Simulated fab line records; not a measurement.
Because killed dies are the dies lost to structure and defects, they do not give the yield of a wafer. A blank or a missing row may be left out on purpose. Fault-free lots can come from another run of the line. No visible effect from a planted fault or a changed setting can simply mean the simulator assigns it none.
A lot that was struck, set against a sound lot ; flow sky130 ; 17 steps out of a route of 708
Sound: the wafers L593.1, L593.2, L593.4. Struck: wafers L596.2, L596.4, L596.6. The cause is named last.
At each step with rows: each side's tool, then ch and its chambers, then its first start. Under that, the readings that differ: sound wafers ; struck wafers ; difference of the means ; sigmas: that difference in standard deviations of wafers without a fault.
alike: readings whose means differ by less than 2 such deviations, and words and numbers that are the same on both sides. not compared: withheld readings, readings that some wafer has no value for, bounds like >300 that may hide the same value, and numbers for which the record gives no deviation and whose values overlap.
Wherever a step has rows on one side only, a row that says differs or no value, or a row with sigmas, the two part there. Numbers that have no deviation but don't overlap get no sigmas and don't part them. A reading missing from all wafers of one side parts the sides only when that side holds two or more wafers.

SKY_LDD_P_OVL_MEAS_08:
  sound: overlay-01 at day 22 09:52; struck: overlay-02 at day 23 06:40
  alike: LDD_P_OVL
then, 1 step without rows for these wafers: SKY_LDD_P_IMPLANT_09.
SKY_LDD_P_STRIP_10: strips in O2/N2.
  sound on plasma-asher-01 ch 0,1, day 22 10:03; struck on plasma-asher-03 ch 0,1, day 23 06:51
  alike: drypump-motor-current-A, n2-flow-sccm, oes-product-au, strip-time-to-endpoint-s
  not compared: rf-hours-counter-h
SKY_LDD_P_TW_MEAS_11:
  sound: film-metro-03 at day 22 10:09; struck: film-metro-01 at day 23 06:58
  alike: LDD_P_TW
then, 7 steps without rows for these wafers: SKY_LDD_HVN_DEHYDRATE_00 (time 60 s); SKY_LDD_HVN_HMDS_01 (prime time 60 s); SKY_LDD_HVN_COAT_02 (resist thk 300 nm); SKY_LDD_HVN_SOFTBAKE_03 (time 60 s); SKY_LDD_HVN_EXPOSE_04 (exposes mask HVNTM, target cd 700 nm); SKY_LDD_HVN_PEB_05; SKY_LDD_HVN_DEVELOP_06 (develop time 60 s).
SKY_LDD_HVN_OVL_MEAS_07:
  sound: overlay-01 at day 23 16:11; struck: overlay-01 at day 24 12:56
  alike: LDD_HVN_OVL
SKY_LDD_HVN_IMPLANT_08:
  sound on implanter-03 ch 0, day 23 16:14; struck on implanter-03 ch 0, day 24 13:00
reading;sound;struck;difference;sigmas
beam-energy-keV;60.022 59.995 59.998;41.573 41.592 41.573;-18.426;-99 or more
model.implant.rp-nm (nm);55.51 55.51 55.51;39.78 39.78 39.78;-15.73;
model.implant.drp-nm (nm);28.15 28.15 28.15;20.6 20.6 20.6;-7.5;
  alike: dose-ions-cm2
SKY_LDD_HVN_STRIP_09: strips in O2/N2.
  sound on plasma-asher-01 ch 0,1, day 23 16:23; struck on plasma-asher-03 ch 0,1, day 24 13:07
  alike: drypump-motor-current-A, n2-flow-sccm, oes-product-au, strip-time-to-endpoint-s
  not compared: rf-hours-counter-h
SKY_LDD_HVN_TW_MEAS_10:
  sound: film-metro-03 at day 23 16:29; struck: film-metro-01 at day 24 13:14
reading;sound;struck;difference;sigmas
LDD_HVN_TW;1451 1449 1462;1295 1292 1294;-160;-11
then, 1 step without rows for these wafers: SKY_LDD_HVP_DEHYDRATE_00 (time 60 s).
-- a jump in the record: the struck wafers' starts before and after are 24 days apart (it breaks off in module LDD_HVP and resumes in module PAD_OPEN, where the first step shown is number 708 of the route) --
SKY_PAD_OPEN_PROBE_99:
  sound: prober-02 at day 47 19:39; struck: prober-02 at day 48 05:10
reading;sound;struck;difference;sigmas
model.etest.tip_n_5v.rs-ohm-sq;1391 1386 1400;1643 1639 1640;+248;
model.etest.nfet-g5v0d10v5.r-on-ohm-um;1878 1876 1894;1963 1979 2006;+100;
model.etest.nfet-g5v0d10v5.drive-ua-um;608.6 602.6 599.5;583.6 580 576.6;-23.5;
model.etest.nfet_05v0_nvt.drive-ua-um;575.3 573.7 568.2;564.2 559.8 556.7;-12.2;
model.etest.ring_5v.delay-ps;44.71 43.88 44.27;45.45 45.43 45.63;+1.22;
model.etest.nfet-g5v0d10v5.vt-sat-v (V);0.7606 0.7651 0.7783;0.7803 0.7975 0.7927;+0.0222;
  alike: killed_at_M0_to_M3, killed_at_M4_up, killed-at-contacts, killed-at-front-end, killed-at-other, killed-dies, killed-open, killed-short
  not compared: model.etest.nfet-g5v0d10v5.vt-v

WHERE THEY PART
Last at SKY_LDD_HVN_TW_MEAS_10 as far as this record goes, first at SKY_LDD_HVN_IMPLANT_08. Later steps at which nothing parts them and some readings are alike: SKY_PAD_OPEN_PROBE_99.

WHY: what had been put in by the simulator
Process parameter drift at SKY_LDD_HVN_IMPLANT_08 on implanter-03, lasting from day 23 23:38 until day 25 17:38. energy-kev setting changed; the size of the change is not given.
